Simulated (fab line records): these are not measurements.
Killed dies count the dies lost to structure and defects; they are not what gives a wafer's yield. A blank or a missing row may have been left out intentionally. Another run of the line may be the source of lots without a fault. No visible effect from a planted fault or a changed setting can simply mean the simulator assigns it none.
fab line records	flow gf180mcu
record lots=12	wafers=36	lastDay=34
route steps=602 shown V4@500 MIM@503
lots that met no fault: from a run of the same line without faults
startH: the number of hours between the record's first day and the start of the first shown wafer of the lot	waitH: time in hours since the lot's previous step	" identical to the entry in the row above	L1.1+2: one row covering several wafers at once	- no value present, or no start provided	* or withheld: withheld	< > ~ a bound
route shown NAME@n: a module of which the file shows steps, and the number in the route of the first	usual: the fault-free wafers' mean and standard deviation	same: alike in all rows	chamber/n: place in a boat	sites: the reading at each site	_std_site: how widely they spread, as a standard deviation	_edge_site: the outer-site mean with the inner-site mean subtracted	radiusMm: for every site, how far away it sits from the centre of the wafer	mask NAME#n: copy n	behind: the last tool/chamber to shape the wafer	hold: why the lot went on hold/how many hours it stayed there/how the hold came to an end	device: the transistor (n, p or np) that didn't switch	end of line: tests run on the same wafers once the route is complete	for a step that has no rows: nothing shown but its recipe	killed: the dies lost at the first sort to structure and to defects; this is not the yield of the wafer	map: per-die view of a wafer (x killed, . not killed, _ where there is no die)
set.NAME: the setting as run; set.NAME@STEP: as run at that earlier step	model.NAME: the simulator's own value behind a step, which no gauge read
the route's steps for a sample of lots (tables are steps, rows are wafers)
services: the hour from which a tool's chamber was out of use, counted from the record's first day as startH (under 0 if before that day), plus the number of hours and why
## steps
# step GF_V4_RS_MEAS_24
# recipe thkMeasGauge=four-point-probe	reads=W_of_V4_CVD_23+TiN_of_V4_SPUTTER_22+Ti_of_V4_SPUTTER_21
# usual V4_W_RS=0.328/0.0071
lot.wafer	tool	chamber	startH	waitH	V4_W_RS[ohm/sq]
L809.3	filmMetro-02	-	572.40	0.2	0.318
L809.5	"	-	"	"	0.322
L809.6	"	-	"	"	0.321
L810.2	filmMetro-02	-	574.79	0.2	0.318
L810.4	"	-	"	"	0.322
L810.5	"	-	"	"	0.318
L812.1	filmMetro-01	-	601.80	0.1	0.325
L812.2	"	-	"	"	0.317
L812.4	"	-	"	"	0.315
L813.1	filmMetro-02	-	603.06	0.1	0.318
L813.2	"	-	"	"	0.329
L813.4	"	-	"	"	0.316
L814.2	filmMetro-04	-	620.84	0.1	0.335
L814.5	"	-	"	"	0.329
L814.6	"	-	"	"	0.332
L816.1	filmMetro-04	-	627.67	0.1	0.328
L816.4	"	-	"	"	0.330
L816.5	"	-	"	"	0.330
L818.1	filmMetro-02	-	646.29	0.1	0.335
L818.4	"	-	"	"	0.335
L818.6	"	-	"	"	0.337
L823.3	filmMetro-04	-	683.72	0.1	0.314
L823.5	"	-	"	"	0.317
L823.6	"	-	"	"	0.326
L824.2	filmMetro-01	-	693.51	0.1	0.312
L824.4	"	-	"	"	0.325
L824.5	"	-	"	"	0.324
L825.1	filmMetro-02	-	693.58	0.1	0.333
L825.4	"	-	"	"	0.330
L825.6	"	-	"	"	0.334
L826.2	filmMetro-04	-	699.17	0.1	0.327
L826.4	"	-	"	"	0.316
L826.5	"	-	"	"	0.326
L831.2	filmMetro-04	-	731.77	0.1	0.334
L831.4	"	-	"	"	0.336
L831.6	"	-	"	"	0.333
# step GF_MIM_SPUTTER_00
# recipe material=Ti	targetThkNm=37.5	arrivingIonEnergyEv=80	substrateTempC=200	chamberPressurePa=2	powerW=4000	timeS=150
# usual throttleValvePct=30.1/1.1
lot.wafer	tool	chamber	startH	waitH	throttleValvePct
L809.3	pvdSputter-02	-	572.92	0.1	30.4
L809.5	"	-	"	"	28.4
L809.6	"	-	"	"	31.4
L810.2	pvdSputter-03	-	575.28	0.2	31.0
L810.4	"	-	"	"	30.1
L810.5	"	-	"	"	29.8
L812.1	pvdSputter-02	-	602.28	0.2	28.8
L812.2	"	-	"	"	31.5
L812.4	"	-	"	"	31.1
L813.1	pvdSputter-01	-	603.54	0.1	28.3
L813.2	"	-	"	"	29.9
L813.4	"	-	"	"	29.1
L814.2	pvdSputter-01	-	621.30	0.1	30.3
L814.5	"	-	"	"	30.1
L814.6	"	-	"	"	29.1
L816.1	pvdSputter-01	-	628.15	0.1	29.9
L816.4	"	-	"	"	29.0
L816.5	"	-	"	"	28.0
L818.1	pvdSputter-03	-	646.77	0.1	29.9
L818.4	"	-	"	"	30.8
L818.6	"	-	"	"	30.4
L823.3	pvdSputter-03	-	684.16	0.2	29.7
L823.5	"	-	"	"	31.6
L823.6	"	-	"	"	30.1
L824.2	pvdSputter-03	-	693.97	0.2	30.3
L824.4	"	-	"	"	29.8
L824.5	"	-	"	"	31.8
L825.1	pvdSputter-02	-	694.06	0.1	31.2
L825.4	"	-	"	"	30.3
L825.6	"	-	"	"	31.2
L826.2	pvdSputter-02	-	699.63	0.1	28.5
L826.4	"	-	"	"	31.3
L826.5	"	-	"	"	28.5
L831.2	pvdSputter-03	-	732.23	0.1	31.2
L831.4	"	-	"	"	29.9
L831.6	"	-	"	"	30.2
# step GF_MIM_CVD_05
# recipe material=Si3N4	targetThkNm=42	tempMaxC=400	tempC=385	timeS=29.086	rfW=450
# usual heaterPowerW=669/66	runLengthS=57.0/0.57
lot.wafer	tool	chamber	startH	waitH	heaterPowerW	runLengthS
L809.3	pecvd-04	2	573.14	0.0	649	57.3
L809.5	"	1	"	"	611	57.0
L809.6	"	2	"	"	680	56.5
L810.2	pecvd-04	1	575.50	0.0	660	56.8
L810.4	"	0	"	"	598	57.9
L810.5	"	1	"	"	652	56.8
L812.1	pecvd-02	1	602.50	0.0	665	56.8
L812.2	"	2	"	"	690	58.1
L812.4	"	2	"	"	703	57.3
L813.1	pecvd-02	2	603.77	0.0	669	54.8
L813.2	"	1	"	"	657	57.1
L813.4	"	1	"	"	677	56.8
L814.2	pecvd-01	2	621.52	0.0	579	56.5
L814.5	"	0	"	"	637	56.7
L814.6	"	2	"	"	583	56.4
L816.1	pecvd-04	2	628.37	0.0	711	57.1
L816.4	"	2	"	"	726	56.4
L816.5	"	0	"	"	684	57.4
L818.1	pecvd-01	1	646.99	0.0	638	56.4
L818.4	"	0	"	"	741	57.2
L818.6	"	1	"	"	645	56.4
L823.3	pecvd-01	2	684.38	0.0	581	56.4
L823.5	"	2	"	"	580	56.8
L823.6	"	0	"	"	768	56.8
L824.2	pecvd-01	0	694.19	0.0	646	56.3
L824.4	"	0	"	"	681	56.4
L824.5	"	2	"	"	630	56.6
L825.1	pecvd-02	1	694.28	0.0	638	57.0
L825.4	"	1	"	"	629	56.6
L825.6	"	0	"	"	825	57.7
L826.2	pecvd-02	2	699.86	0.0	686	57.7
L826.4	"	1	"	"	634	56.7
L826.5	"	2	"	"	687	58.0
L831.2	pecvd-02	1	732.45	0.0	553	57.4
L831.4	"	2	"	"	609	57.4
L831.6	"	1	"	"	551	56.7
# step GF_MIM_THK_MEAS_06
# recipe reads=Si3N4_of_MIM_CVD_05
# usual MIM_CVD_05_THK=42.1/0.56
lot.wafer	tool	chamber	startH	waitH	hold	MIM_CVD_05_THK[nm]
L809.3	filmMetro-03	-	573.19	0.0	-	41.6
L809.5	"	-	"	"	-	42.4
L809.6	"	-	"	"	-	42.4
L810.2	filmMetro-03	-	575.55	0.0	-	41.5
L810.4	"	-	"	"	-	42.2
L810.5	"	-	"	"	-	42.6
L812.1	filmMetro-03	-	602.55	0.0	-	42.0
L812.2	"	-	"	"	-	42.2
L812.4	"	-	"	"	-	42.9
L813.1	filmMetro-01	-	603.81	0.0	awaitDispo/0.2h/release	38.0
L813.2	"	-	"	"	awaitDispo/0.2h/release	41.9
L813.4	"	-	"	"	awaitDispo/0.2h/release	42.0
L813.1	filmMetro-01	-	604.13	0.3	-	38.0
L813.2	"	-	"	"	-	41.9
L813.4	"	-	"	"	-	41.9
L814.2	filmMetro-04	-	621.56	0.0	-	41.7
L814.5	"	-	"	"	-	42.1
L814.6	"	-	"	"	-	41.9
L816.1	filmMetro-03	-	628.40	0.0	-	42.1
L816.4	"	-	"	"	-	42.8
L816.5	"	-	"	"	-	42.3
L818.1	filmMetro-03	-	647.02	0.0	-	41.8
L818.4	"	-	"	"	-	42.4
L818.6	"	-	"	"	-	42.3
L823.3	filmMetro-04	-	684.43	0.0	-	42.5
L823.5	"	-	"	"	-	42.2
L823.6	"	-	"	"	-	42.9
L824.2	filmMetro-03	-	694.23	0.0	-	41.6
L824.4	"	-	"	"	-	42.3
L824.5	"	-	"	"	-	41.7
L825.1	filmMetro-04	-	694.31	0.0	-	41.8
L825.4	"	-	"	"	-	42.2
L825.6	"	-	"	"	-	43.0
L826.2	filmMetro-04	-	699.90	0.0	-	42.1
L826.4	"	-	"	"	-	42.9
L826.5	"	-	"	"	-	43.2
L831.2	filmMetro-04	-	732.49	0.0	-	42.7
L831.4	"	-	"	"	-	43.3
L831.6	"	-	"	"	-	43.2
# step GF_MIM_SPUTTER_09
# recipe material=TiN	targetThkNm=35	powerW=6500	timeS=29.2	chamberPressurePa=0.4
# usual throttleValvePct=30.0/1.1
lot.wafer	tool	chamber	startH	waitH	throttleValvePct
L809.3	pvdSputter-03	-	573.30	0.0	31.0
L809.5	"	-	"	"	30.6
L809.6	"	-	"	"	29.6
L810.2	pvdSputter-01	-	575.66	0.0	28.8
L810.4	"	-	"	"	29.8
L810.5	"	-	"	"	28.2
L812.1	pvdSputter-01	-	602.67	0.0	28.4
L812.2	"	-	"	"	30.1
L812.4	"	-	"	"	29.9
L813.1	pvdSputter-03	-	606.34	0.0	30.0
L813.2	"	-	"	"	30.2
L813.4	"	-	"	"	30.6
L814.2	pvdSputter-02	-	621.68	0.0	31.2
L814.5	"	-	"	"	31.4
L814.6	"	-	"	"	31.0
L816.1	pvdSputter-02	-	628.53	0.0	30.1
L816.4	"	-	"	"	28.3
L816.5	"	-	"	"	31.6
L818.1	pvdSputter-02	-	647.15	0.0	31.4
L818.4	"	-	"	"	30.2
L818.6	"	-	"	"	31.3
L823.3	pvdSputter-02	-	684.54	0.0	30.5
L823.5	"	-	"	"	28.6
L823.6	"	-	"	"	31.4
L824.2	pvdSputter-01	-	694.35	0.0	27.8
L824.4	"	-	"	"	29.0
L824.5	"	-	"	"	29.6
L825.1	pvdSputter-03	-	694.44	0.0	29.4
L825.4	"	-	"	"	31.8
L825.6	"	-	"	"	30.0
L826.2	pvdSputter-01	-	700.01	0.0	30.2
L826.4	"	-	"	"	28.4
L826.5	"	-	"	"	29.1
L831.2	pvdSputter-01	-	732.61	0.0	28.0
L831.4	"	-	"	"	28.9
L831.6	"	-	"	"	28.5
## services
tool	chamber	startH	hours	kind
pecvd-04	-	556.63	1.8	repair
pvdSputter-01	-	569.74	3.5	repair
pecvd-01	-	575.43	2.9	repair
pecvd-01	-	584.91	0.3	repair
pecvd-04	-	591.12	14.0	pm
pecvd-04	0	591.12	14.0	ventCycle
pecvd-02	0	597.76	13.7	repair
pvdSputter-01	3	598.47	-	consumableReplace:kit
pvdSputter-01	3	598.47	18.0	scheduledDown
pvdSputter-01	3	598.47	18.0	ventCycle
pvdSputter-03	-	608.51	2.6	repair
pecvd-01	0	624.44	8.7	repair
pecvd-02	-	637.84	2.8	pm
pvdSputter-02	-	644.04	1.8	repair
pvdSputter-03	-	648.55	2.0	repair
pecvd-04	-	670.86	2.8	pm
pecvd-02	2	673.36	4.0	repair
pvdSputter-01	-	682.62	8.0	repair
pvdSputter-03	0	684.07	-	consumableReplace:kit
pvdSputter-03	0	684.07	18.0	scheduledDown
pvdSputter-03	0	684.07	18.0	ventCycle
pvdSputter-03	-	695.63	1.8	repair
pvdSputter-03	-	703.59	0.7	repair
pvdSputter-03	-	706.05	1.3	repair
## key
firstSign step=GF_MIM_CVD_05	reading=runLengthS	direction=down	sigmas=3.8	usual=*	struck=*
effect step=GF_MIM_THK_MEAS_06	reading=visit	direction=added
effect step=GF_MIM_THK_MEAS_06	reading=MIM_CVD_05_THK	direction=down	sigmas=7.4	usual=42.1	struck=38.0
metAt GF_MIM_CVD_05
struckLots L813
struckWafers L813.1
notActingAt GF_V4_RS_MEAS_24,GF_MIM_SPUTTER_00,GF_MIM_SPUTTER_09
onsetBetween 602.50 603.77
fault kind=processParameterDrift	tool=pecvd-02	chamber=2	onsetH=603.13	steps=GF_MIM_CVD_05	channel=timeS	offset=*	shape=step	endH=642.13	actsIn=*	stated=*
